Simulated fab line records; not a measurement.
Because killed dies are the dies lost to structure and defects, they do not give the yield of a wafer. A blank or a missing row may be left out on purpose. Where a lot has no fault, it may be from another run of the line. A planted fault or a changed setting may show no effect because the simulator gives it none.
2 desks looking at one fault ; flow sky130 ; what lay behind the numbers comes last; until then each desk has only its own

== AT THE TOOL OWNER'S DESK: wet-bench-04 ==
The tool's own readings at SKY_FIELD_ISO_WET_ETCH_18 (etches Si3N4 in H3PO4, target depth 25 nm, time 286 s): means of the sampled wafers that have a number, for each lot that ran on this tool. Any lot whose mean is over 4 standard deviations away from the usual mean is out of limits and marked OUT; that distance is given in the brackets.
Columns: A = run-length-s at SKY_FIELD_ISO_WET_ETCH_18, usual 313 s
lot;first seen here;A
L269;day 2 10:04;319
L272;day 3 01:17;319
L273;day 3 07:31;336 (+7.2) OUT
L276;day 3 22:28;336 (+7.2) OUT
L289;day 6 20:23;311
L290;day 6 23:07;312
This desk's verdict: out of limits on L273, L276, starting with L273 at day 3 07:31 (run-length-s at SKY_FIELD_ISO_WET_ETCH_18). L269, L272, L289, L290: within limits.

== THE METROLOGY DESK ==
Lot by lot, what the gauges showed, no matter which tool ran the lot: averages of those sampled wafers that carry a number. Any lot whose mean is over 4 standard deviations away from the usual mean is out of limits and marked OUT; that distance is given in the brackets.
Columns: A = NWELL_00_OVL at SKY_NWELL_OVL_MEAS_10, usual -1.1 nm; B = PWDE_RS at SKY_NWELL_RS_MEAS_31, usual 5279 ohm/sq; C = cd-nm at SKY_VT_ADJUST_HVTP_CD_MEAS_07, usual 379.6 nm
lot;first seen here;A;B;C
L269;day 4 21:01;-1.6;5272;379.4
L270;day 5 02:29;-0.8;5300;379.8
L272;day 5 08:47;-1.9;5282;382.3
L273;day 5 18:19;1.3;5246;379.5
L276;day 6 08:16;-1.7;5289;381.5
L281;day 7 14:33;-3.5;5259;381.7
L282;day 8 03:57;-0.0;5277;376.6
L283;day 8 06:39;-1.6;5264;378.7
L284;day 8 15:23;-1.8;5267;382.3
L287;day 9 04:37;0.6;5261;378.6
L288;day 9 11:59;-1.5;5273;378.3
L289;day 9 18:08;-0.7;5280;379.1
L290;day 9 21:06;-1.9;5267;378.9
L291;day 10 04:47;0.6;5272;376.7
This desk's finding: nothing out of limits on any of the 14 lots.

== PUT TOGETHER ==
At day 3 07:31, on L273, L276, the tool owner's desk was in a position to raise an alarm.
The metrology desk saw nothing out of limits.
The metrology desk holds a record of L273, L276, inside its limits.
Every lot named ran SKY_FIELD_ISO_WET_ETCH_18 on wet-bench-04.

== WHAT THE SIMULATOR HAD INSERTED ==
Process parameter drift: wet-bench-04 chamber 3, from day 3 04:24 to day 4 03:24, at SKY_FIELD_ISO_WET_ETCH_18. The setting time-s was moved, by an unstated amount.
Shown lots that were struck: L273, L276.
Time in hours from fault onset to the first out-of-limits reading at each desk: the tool owner's desk, 3.
